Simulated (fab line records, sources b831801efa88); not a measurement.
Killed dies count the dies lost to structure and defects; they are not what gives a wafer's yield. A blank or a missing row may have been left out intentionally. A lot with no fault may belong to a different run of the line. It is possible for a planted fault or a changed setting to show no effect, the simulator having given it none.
fab line records | flow sky130 | part 2 of 2: steps 29 to 37 of 37
[record] lots = 5 wafers = 15 lastDay = 50
route steps=708 shown CONTACT@422 METAL1@434 VIA1@458
lots that met no fault: from a run of the same line without faults
startH: start of the lot's first displayed wafer, in hours after the record's first day | waitH: hours from the lot's prior step to this one | " same as the row above | L1.1+2: several wafers, shown together as one row | - no value present, or no start provided | * or withheld: withheld | < > ~ a bound
route shown NAME@n: NAME is a module with steps in the file, n the number in the route of the first one | usual: average and standard deviation across the fault-free wafers | same: alike in all rows | chamber/n: place in a boat | sites: the reading at each site | _std_site: their standard deviation | _edge_site: mean of outer sites minus mean of inner sites | radiusMm: how far each site lies from the wafer's centre | mask NAME#n: copy n | behind: the last tool/chamber to shape the wafer | hold: why the lot was held/for how many hours/how that ended | device: transistor that didn't switch, given as n, p or np | end of line: the tests these same wafers got at the end of their route | where a step has no rows: the recipe by itself | killed: dies lost to structure and defects at the first sort, not the wafer's yield | map: per-die view of a wafer (x killed, . not killed, _ where there is no die)
set.NAME: setting as actually run; set.NAME@STEP: the setting as run at that earlier step | model.NAME: the simulator's own value behind a step, which no gauge read
lots at some steps of the route; a table a step, a row a wafer
services: a tool's chamber out of use, with start hour (startH, from the record's first day; less than 0 if before it), hours out, and reason
[[steps]]
[step SKY_METAL1_OVL_MEAS_16]
[usual] METAL1_OVL = 1/5.9
// columns lot.wafer tool chamber startH waitH METAL1_OVL[nm]
L077.2 overlay-01 - 788.14 0.1 2
L077.4 " - " " 2
L077.6 " - " " 0
L082.1 overlay-02 - 831.94 0.1 20
L082.2 " - " " 15
L082.5 " - " " 9
L083.4 overlay-01 - 837.38 0.1 -4
L083.5 " - " " -9
L083.6 " - " " 4
L086.1 overlay-02 - 853.64 0.1 8
L086.5 " - " " 5
L086.6 " - " " -6
L095.1 overlay-02 - 923.84 0.1 1
L095.2 " - " " 3
L095.3 " - " " 6
[step SKY_METAL1_DESCUM_17]
[recipe] chemistry = O2 sourcePowerW = 150 biasPowerW = 0 pressureMtorr = 10 tempC = 40 timeS = 8
[usual] drypumpMotorCurrentA = 5.6/0.38 oesProductAu = 0.998/0.0076
// columns lot.wafer tool chamber startH waitH drypumpMotorCurrentA oesProductAu rfHoursCounterH
L077.2 rieMetal-03 0 788.17 0.0 5.7 1.000 1
L077.4 " 0 " " 5.7 1.000 -
L077.6 " 0 " " 5.7 0.994 -
L082.1 rieMetal-03 0 831.97 0.0 5.6 0.990 3
L082.2 " 0 " " 5.6 0.990 -
L082.5 " 0 " " 5.6 0.993 -
L083.4 rieMetal-03 0 837.43 0.0 5.6 0.996 -
L083.5 " 0 " " 5.7 0.988 -
L083.6 " 0 " " 5.6 0.993 -
L086.1 rieMetal-02 0 853.67 0.0 5.0 0.993 4
L086.5 " 1 " " 5.4 1.008 -
L086.6 " 0 " " 5.0 0.992 -
L095.1 rieMetal-02 0 923.87 0.0 5.0 1.000 7
L095.2 " 1 " " 5.4 0.989 2
L095.3 " 1 " " 5.4 0.999 -
[step SKY_METAL1_ETCH_18]
[recipe] chemistry = N2/H2 target = BARC ionEnergyEv = 200 biasW = 100 pressureMtorr = 30 n2FlowSccm = 100 h2FlowSccm = 200 icpW = 500 stopOn = SiO2 timeS = 45.9 targetDepthA = 600
[usual] drypumpMotorCurrentA = 5.6/0.37 oesProductAu = 0.855/0.0047 throttleValvePct = 13.225/0.0082
// columns lot.wafer tool chamber startH waitH drypumpMotorCurrentA oesProductAu rfHoursCounterH throttleValvePct
L077.2 rieMetal-03 0 788.20 0.0 5.7 0.855 1 13.225
L077.4 " 0 " " 5.6 0.865 - 13.235
L077.6 " 0 " " 5.6 0.855 - 13.228
L082.1 rieMetal-03 0 832.04 0.1 5.7 0.849 3 13.211
L082.2 " 0 " " 5.7 0.846 - 13.219
L082.5 " 0 " " 5.7 0.858 - 13.222
L083.4 rieMetal-03 0 837.53 0.1 5.7 0.852 - 13.227
L083.5 " 0 " " 5.7 0.850 - 13.210
L083.6 " 0 " " 5.7 0.852 - 13.230
L086.1 rieMetal-02 0 853.70 0.0 5.0 0.857 4 13.227
L086.5 " 1 " " 5.4 0.852 - 13.223
L086.6 " 0 " " 5.0 0.857 - 13.230
L095.1 rieMetal-02 0 923.90 0.0 5.1 0.857 7 13.217
L095.2 " 1 " " 5.4 0.849 2 13.228
L095.3 " 1 " " 5.4 0.851 - 13.214
[step SKY_METAL1_METAL_ETCH_19]
[recipe] targetDepthA = 3600 stopOn = SiO2 overEtchFrac = 0.3 timeS = 78 chemistry = Cl2/BCl3 resistSidewallDeg = 88 pressureMtorr = 10 icpW = 900 biasW = 48.5 Cl2_flow_sccm = 60 bcl3FlowSccm = 30
[usual] drypumpMotorCurrentA = 5.6/0.37 oesProductAu = 0.854/0.0054 throttleValvePct = 22.264/0.0082
// columns lot.wafer tool chamber startH waitH drypumpMotorCurrentA oesProductAu rfHoursCounterH throttleValvePct
L077.2 rieMetal-03 0 788.27 0.0 5.7 0.847 1 22.268
L077.4 " 0 " " 5.7 0.856 - 22.247
L077.6 " 0 " " 5.7 0.856 - 22.265
L082.1 rieMetal-03 0 832.16 0.1 5.7 0.862 3 22.268
L082.2 " 0 " " 5.7 0.859 - 22.262
L082.5 " 0 " " 5.7 0.860 - 22.267
L083.4 rieMetal-03 0 837.68 0.1 5.6 0.858 - 22.290
L083.5 " 0 " " 5.7 0.854 - 22.263
L083.6 " 0 " " 5.7 0.853 - 22.266
L086.1 rieMetal-02 0 853.77 0.0 5.0 0.851 4 22.258
L086.5 " 1 " " 5.5 0.849 - 22.262
L086.6 " 0 " " 5.0 0.864 - 22.265
L095.1 rieMetal-02 0 923.97 0.0 5.0 0.864 8 22.263
L095.2 " 1 " " 5.4 0.852 2 22.264
L095.3 " 1 " " 5.4 0.850 - 22.258
[step SKY_METAL1_STRIP_20]
[recipe] chemistry = O2/N2 powerW = 1400 pressureMtorr = 1500 platenTempC = withheld o2FlowSccm = 3000 n2FlowSccm = 300 overashFraction = 0.5
[usual] drypumpMotorCurrentA = 5.6/0.58 oesProductAu = 0.344/0.0044 stripTimeToEndpointS = 2.713/0.03
// columns lot.wafer tool chamber startH waitH drypumpMotorCurrentA oesProductAu rfHoursCounterH stripTimeToEndpointS
L077.2 plasmaAsher-02 0 788.36 0.1 5.6 0.342 4 2.734
L077.4 " 0 " " 5.6 0.339 - 2.740
L077.6 " 1 " " 5.4 0.345 - 2.725
L082.1 plasmaAsher-03 1 832.34 0.1 5.9 0.344 67 2.732
L082.2 " 0 " " 6.7 0.340 67 2.772
L082.5 " 0 " " 6.7 0.351 - 2.747
L083.4 plasmaAsher-04 0 837.81 0.1 5.0 0.342 - 2.743
L083.5 " 1 " " 5.3 0.344 - 2.727
L083.6 " 0 " " 5.0 0.346 - 2.718
L086.1 plasmaAsher-03 0 853.86 0.1 6.7 0.347 69 2.728
L086.5 " 0 " " 6.7 0.346 - 2.666
L086.6 " 1 " " 5.9 0.343 - 2.704
L095.1 plasmaAsher-04 1 924.06 0.1 5.3 0.345 110 2.713
L095.2 " 0 " " 5.0 0.342 110 2.696
L095.3 " 0 " " 5.0 0.343 - 2.693
[step SKY_METAL1_STRIP_21]
[recipe] chemistry = postEtchResidueRemover timeS = 1200 tempC = 72.5
// columns lot.wafer tool chamber startH waitH
L077.2+4+6 wetBench-02 1 788.46 0.1
L082.1+2+5 wetBench-02 3 832.44 0.1
L083.4+5+6 wetBench-04 1 837.87 0.0
L086.1+5+6 wetBench-04 3 853.96 0.1
L095.1+2+3 wetBench-03 3 924.16 0.1
[step SKY_METAL1_CLEAN_22]
[recipe] chemistry = IPA timeS = 180 tempC = 25
// columns lot.wafer tool chamber startH waitH
L077.2+4+6 wetBench-04 3 788.80 0.0
L082.1+2+5 wetBench-02 2 832.78 0.0
L083.4+5+6 wetBench-03 1 838.21 0.0
L086.1+5+6 wetBench-03 1 854.30 0.0
L095.1+2+3 wetBench-03 2 924.50 0.0
[step SKY_METAL1_CLEAN_23]
[recipe] chemistry = O3/DIW dry = n2Spin
// columns lot.wafer tool chamber startH waitH
L077.2+4+6 wetBench-02 3 788.86 0.0
L082.1+2+5 wetBench-02 2 832.84 0.0
L083.4+5+6 wetBench-02 1 838.27 0.0
L086.1+5+6 wetBench-02 0 854.36 0.0
L095.1+2+3 wetBench-04 2 924.56 0.0
[step SKY_VIA1_HDPCVD_00]
[recipe] material = SiO2 targetThkNm = 1030 sigmaOpenFrac = 0.3 timeS = 171.7 tempC = 400 sih4FlowSccm = 60 pressureMtorr = 6
[usual] sih4FlowSccm = 59.98/0.17
// columns lot.wafer tool chamber startH waitH sih4FlowSccm
L077.2 hdpcvd-01 2 788.95 0.0 60.09
L077.4 " 2 " " 59.99
L077.6 " 0 " " 60.21
L082.1 hdpcvd-01 1 832.93 0.0 59.89
L082.2 " 2 " " 59.87
L082.5 " 2 " " 59.85
L083.4 hdpcvd-02 0 838.42 0.1 60.00
L083.5 " 1 " " 60.04
L083.6 " 2 " " 60.18
L086.1 hdpcvd-02 2 854.45 0.0 59.89
L086.5 " 2 " " 60.03
L086.6 " 0 " " 60.07
L095.1 hdpcvd-01 0 924.65 0.0 60.00
L095.2 " 2 " " 59.75
L095.3 " 1 " " 60.20
[[services]]
// columns tool chamber startH hours kind
krfScanner-02 - 738.50 0.3 repair
cmp-01 - 747.54 4.0 pm
rieDiel-03 3 750.63 8.4 repair
plasmaAsher-03 - 755.00 0.6 repair
cvdW-02 - 763.19 2.1 repair
hdpcvd-01 - 766.29 6.0 pm
rieDiel-04 - 772.19 1.5 repair
krfScanner-02 - 774.84 0.8 pm
rieDiel-02 1 779.88 11.5 repair
rieMetal-02 - 786.34 2.5 repair
rieMetal-02 - 791.23 1.2 repair
pvdSputter-02 - 809.17 0.7 repair
rieDiel-02 1 813.81 6.2 repair
rieDiel-02 1 838.07 10.5 repair
krfScanner-02 - 838.53 1.3 pm
rieMetal-03 - 844.20 1.1 repair
wetBench-04 - 864.46 2.7 repair
krfScanner-02 - 864.86 1.0 pm
rieDiel-03 - 867.89 2.8 pm
rieDiel-03 3 879.13 7.8 repair
pvdSputter-02 - 880.44 0.7 repair
rieDiel-03 2 881.40 19.5 repair
rieMetal-03 - 882.90 0.2 repair
wetBench-01 - 902.56 3.2 repair
